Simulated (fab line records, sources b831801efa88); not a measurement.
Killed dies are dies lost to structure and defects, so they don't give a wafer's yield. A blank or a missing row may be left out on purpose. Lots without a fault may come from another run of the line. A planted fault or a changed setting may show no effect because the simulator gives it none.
A struck lot beside a sound one | flow gf180mcu | 16 steps out of a route of 602
Sound: wafers L707.1, L707.2, L707.4. Struck: wafers L724.1, L724.2, L724.3. The cause comes at the end.
At each step with rows: each side's tool, then ch and its chambers, then its first start. Under that, the readings that differ: sound wafers | struck wafers | difference of the means | sigmas: that difference in standard deviations of wafers without a fault.
alike: readings whose means differ by less than 2 such deviations, and words and numbers that are the same on both sides. not compared: withheld readings, readings that some wafer has no value for, bounds like >300 that may hide the same value, and numbers for which the record gives no deviation and whose values overlap.
The two part at a step that has a row with sigmas, a row that says differs or no value, or rows on one side only. Numbers that don't overlap but have no deviation are shown without sigmas and don't part them. A reading that every wafer of one side lacks parts them only if that side has two wafers or more.

first, 9 steps without rows for these wafers: GF_MIM_STRIP_21 (strips in post etch residue remover, time 1200 s); GF_MIM_CLEAN_22 (cleans in DIW); GF_M5_DEHYDRATE_00 (time 60 s); GF_M5_HMDS_01 (prime time 60 s); GF_M5_COAT_02 (resist thk 1000 nm); GF_M5_SOFTBAKE_03 (time 60 s); GF_M5_EXPOSE_04 (exposes mask Metal5, target cd 280 nm); GF_M5_PEB_05 (peb time 90 s); GF_M5_DEVELOP_06 (develop time 60 s).
GF_M5_CD_MEAS_07: target cd 280 nm.
  sound on cd_sem-01, day 26 06:58; struck on cd_sem-01, day 31 11:17
  alike: cd_nm
GF_M5_OVL_MEAS_08:
  sound on overlay-02, day 26 07:05; struck on overlay-02, day 31 11:25
  alike: M5_OVL
GF_M5_ETCH_09: etches Si3N4 in CF4/O2, target depth 52 nm, time 11.6 s.
  sound on rie_diel-03 ch 0,2, day 26 07:08; struck on rie_diel-04 ch 1,2,3, day 31 11:26
  alike: drypump_motor_current_A, oes_product_au, throttle_valve_pct
  not compared: rf_hours_counter_h
GF_M5_METAL_ETCH_10: etches the open film in Cl2/BCl3, stops on SiO2, target depth 750.8 nm, time 125.1 s.
  sound on rie_metal-02 ch 0,1, day 26 07:09; struck on rie_metal-02 ch 0, day 31 11:28
  reading                             | sound                | struck               | difference | sigmas
  oes_product_au (a.u.)               | 0.990 0.987 0.987    | 0.911 0.908 0.922    | -0.074     | -10
  throttle_valve_pct (%)              | 28.222 28.224 28.247 | 28.310 28.297 28.322 | +0.079     | +7
  model.KrF_of_M5_COAT_02.thk_nm (nm) | 653 646 655.1        | 693.5 693.4 690.8    | +41.2      |
  alike: drypump_motor_current_A
  not compared: rf_hours_counter_h
GF_M5_STRIP_11: strips in O2/N2.
  sound on plasma_asher-02 ch 0,1, day 26 07:17; struck on plasma_asher-02 ch 0,1, day 31 11:44
  reading                      | sound             | struck            | difference | sigmas
  oes_product_au (a.u.)        | 0.520 0.525 0.525 | 0.538 0.538 0.542 | +0.016     | +3
  strip_time_to_endpoint_s (s) | 7.07 7.02 7.10    | 7.47 7.46 7.44    | +0.39      | +7
  alike: drypump_motor_current_A, heater_power_w
  not compared: rf_hours_counter_h
then, 1 step without rows for these wafers: GF_M5_STRIP_12 (strips in post etch residue remover, time 1200 s).
GF_PASSIVATION_PROBE_99:
  the record has rows for the sound wafers here (prober-01, day 29 01:44) and none for the struck ones

WHERE THEY PART
First at GF_M5_METAL_ETCH_10; last, within this record, at GF_PASSIVATION_PROBE_99.

WHY: what the simulator had put in
Process parameter drift: rie_metal-02, from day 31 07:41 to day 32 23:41, at GF_M5_METAL_ETCH_10. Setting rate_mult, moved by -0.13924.
